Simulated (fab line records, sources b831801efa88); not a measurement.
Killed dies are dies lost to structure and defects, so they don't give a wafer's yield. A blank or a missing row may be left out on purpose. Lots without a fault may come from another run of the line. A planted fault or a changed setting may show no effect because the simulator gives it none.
Which tool did it? | flow sky130 | 12 lots, 36 wafers sampled, at 2 steps of a route of 708

WHAT THE GAUGES READ, wafer by wafer
SKY_FIELD_ISO_THK_MEAS_04. Usual: FIELD_ISO_CVD_03_THK 165.4 nm, standard deviation 1.4.
lot  | measured    | on            | FIELD_ISO_CVD_03_THK (nm) | flag
L610 | day 2 05:23 | film_metro-01 | 163.9 163.9 165.0         |
L611 | day 2 12:27 | film_metro-01 | 166.1 167.7 167.3         |
L612 | day 2 16:01 | film_metro-02 | 164.0 166.0 164.1         |
L613 | day 2 20:54 | film_metro-01 | 165.2 164.7 163.8         |
L614 | day 3 01:18 | film_metro-01 | 162.6 163.2 164.8         |
L617 | day 3 16:56 | film_metro-01 | 164.1 165.2 165.3         |
L622 | day 4 19:17 | film_metro-01 | 166.8 166.3 167.4         |
L624 | day 5 05:11 | film_metro-03 | 165.3 165.2 164.2         |
L627 | day 5 20:08 | film_metro-02 | 164.3 163.5 166.1         |
L629 | day 6 06:55 | film_metro-03 | 165.8 166.1 166.3         |
L628 | day 6 06:55 | film_metro-02 | 165.0 165.3 164.5         |
L630 | day 6 11:05 | film_metro-01 | 166.7 167.0 165.8         |

SKY_VT_ADJUST_HVTR_TW_MEAS_11. Usual: VT_ADJUST_HVTR_TW 211.6, standard deviation 2.9.
lot  | measured     | on            | VT_ADJUST_HVTR_TW | flag
L610 | day 10 02:47 | film_metro-02 | 213.4 212.9 212.8 |
L611 | day 10 21:22 | film_metro-03 | 213.4 213.1 214.1 |
L612 | day 10 20:59 | film_metro-02 | 212.2 212.3 213.1 |
L613 | day 11 03:46 | film_metro-03 | 212.8 213.7 212.0 |
L614 | day 11 12:40 | film_metro-04 | 207.4 208.0 206.8 |
L617 | day 12 20:29 | film_metro-03 | 213.6 212.0 212.7 |
L622 | day 14 21:52 | film_metro-02 | 213.5 213.8 214.0 |
L624 | day 15 03:02 | film_metro-04 | 207.7 206.7 208.2 |
L627 | day 15 12:33 | film_metro-04 | 206.7 206.9 206.9 |
L629 | day 16 11:14 | film_metro-03 | 214.5 214.9 214.6 |
L628 | day 16 12:48 | film_metro-03 | 215.2 215.2 214.9 |
L630 | day 16 21:59 | film_metro-04 | 207.1 206.5 206.0 |

WHICH TOOL RAN EACH LOT (tool, then ch and the chambers of the sampled wafers, then the start)
The record holds no process step before these readings.

WHAT THE TOOLS THEMSELVES READ (means of the sampled wafers that have a number; where no wafer has one, the mark that the record gives instead)
The record holds no such reading with a usual standard deviation.

THE ANSWER, worked out from the rows above alone
Rule: a lot is off if the mean of its wafers that have a number lies more than 3 standard deviations from the usual mean. A lot without any number at a reading at which 4 lots or more have one is off too. The other lots that the step has rows for count as sound. The gauges are gone through in route order, then the tools' own readings, and for those a lot's mean is taken as printed above. The first step at which some lot is off is used, and at that step the reading that is off furthest; a lot without a number counts as furthest.
No lot is off at any reading shown: from this, nothing can be told.

WHAT THE SIMULATOR HAD PUT IN
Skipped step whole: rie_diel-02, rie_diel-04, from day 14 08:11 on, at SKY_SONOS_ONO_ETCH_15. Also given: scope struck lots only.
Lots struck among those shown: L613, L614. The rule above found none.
